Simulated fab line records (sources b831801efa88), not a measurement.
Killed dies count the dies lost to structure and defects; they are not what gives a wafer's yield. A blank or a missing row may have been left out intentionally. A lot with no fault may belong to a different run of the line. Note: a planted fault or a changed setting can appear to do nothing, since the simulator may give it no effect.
The same fault as seen by 2 desks || flow gf180mcu || what lay behind the numbers comes last; until then each desk has only its own

## TOOL OWNER'S DESK, cvd-w-01
The tool's own readings at GF_V5_CVD_23 (deposits W, target thk 350 nm, time 104.9 s): means of the sampled wafers that have a number, for each lot that ran on this tool. Any lot whose mean is over 4 standard deviations away from the usual mean is out of limits and marked OUT; that distance is given in the brackets.
Columns: A = heater-power-w at GF_V5_CVD_23, usual 868 W
{"lot": "L651", "first seen here": "day 27 14:24", "A": 847}
{"lot": "L652", "first seen here": "day 28 01:36", "A": 846}
{"lot": "L654", "first seen here": "day 28 20:16", "A": 883}
{"lot": "L659", "first seen here": "day 30 11:30", "A": 870}
{"lot": "L666", "first seen here": "day 32 08:11", "A": 874}
{"lot": "L668", "first seen here": "day 32 14:40", "A": 885}
This desk found nothing out of limits on any of the 6 lots.

## THE METROLOGY DESK
What the gauges read for every lot (on any tool): the sampled wafers with a number, averaged. Any lot whose mean is over 4 standard deviations away from the usual mean is out of limits and marked OUT; that distance is given in the brackets.
Columns: A = M3_ALCU_THK at GF_M3_THK_MEAS_06, usual 440 nm; B = V3_CVD_02_THK at GF_V3_THK_MEAS_03, usual 856 nm; C = V5_W_RS at GF_V5_RS_MEAS_24, usual 0.323 ohm/sq; D = V5_W_THK at GF_V5_THK_MEAS_25, usual 363 nm
{"lot": "L651", "first seen here": "day 20 13:49", "A": 438, "B": 861, "C": 0.322, "D": 370}
{"lot": "L652", "first seen here": "day 21 03:55", "A": 437, "B": 853, "C": 0.324, "D": 364}
{"lot": "L654", "first seen here": "day 22 03:41", "A": 442, "B": 862, "C": 0.320, "D": 371}
{"lot": "L655", "first seen here": "day 22 10:16", "A": 444, "B": 847, "C": 0.325, "D": 359}
{"lot": "L659", "first seen here": "day 24 04:04", "A": 440, "B": 835, "C": 0.326, "D": 360}
{"lot": "L666", "first seen here": "day 26 08:19", "A": 436, "B": 850, "C": "0.299 (-5.2) OUT", "D": "401 (+5.7) OUT"}
{"lot": "L668", "first seen here": "day 26 17:59", "A": 440, "B": 867, "C": "0.297 (-5.5) OUT", "D": "402 (+5.8) OUT"}
{"lot": "L671", "first seen here": "day 27 10:34", "A": 443, "B": 849, "C": 0.322, "D": 364}
{"lot": "L672", "first seen here": "day 27 15:37", "A": 433, "B": 852, "C": 0.321, "D": 361}
{"lot": "L674", "first seen here": "day 28 11:29", "A": 434, "B": 840, "C": 0.316, "D": 365}
This desk reports L666, L668 out of limits; the earliest was L666 at day 32 08:19 (V5_W_RS at GF_V5_RS_MEAS_24). L651, L652, L654, L655, L659, L671, L672, L674 stayed within limits.

## BROUGHT TOGETHER
On L666, L668, the metrology desk was in a position to raise an alarm at day 32 08:19.
The tool owner's desk saw nothing out of limits.
Tool owner's desk: L666, L668 on record, inside its limits.
The lots listed all ran GF_V5_CVD_23 on cvd-w-01.

## WHAT THE SIMULATOR HAD PUT IN
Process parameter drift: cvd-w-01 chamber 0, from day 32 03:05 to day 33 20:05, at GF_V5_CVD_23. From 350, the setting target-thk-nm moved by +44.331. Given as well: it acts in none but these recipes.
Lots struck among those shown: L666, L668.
Delay in hours, fault start to first out-of-limits reading, per desk: metrology desk 5.
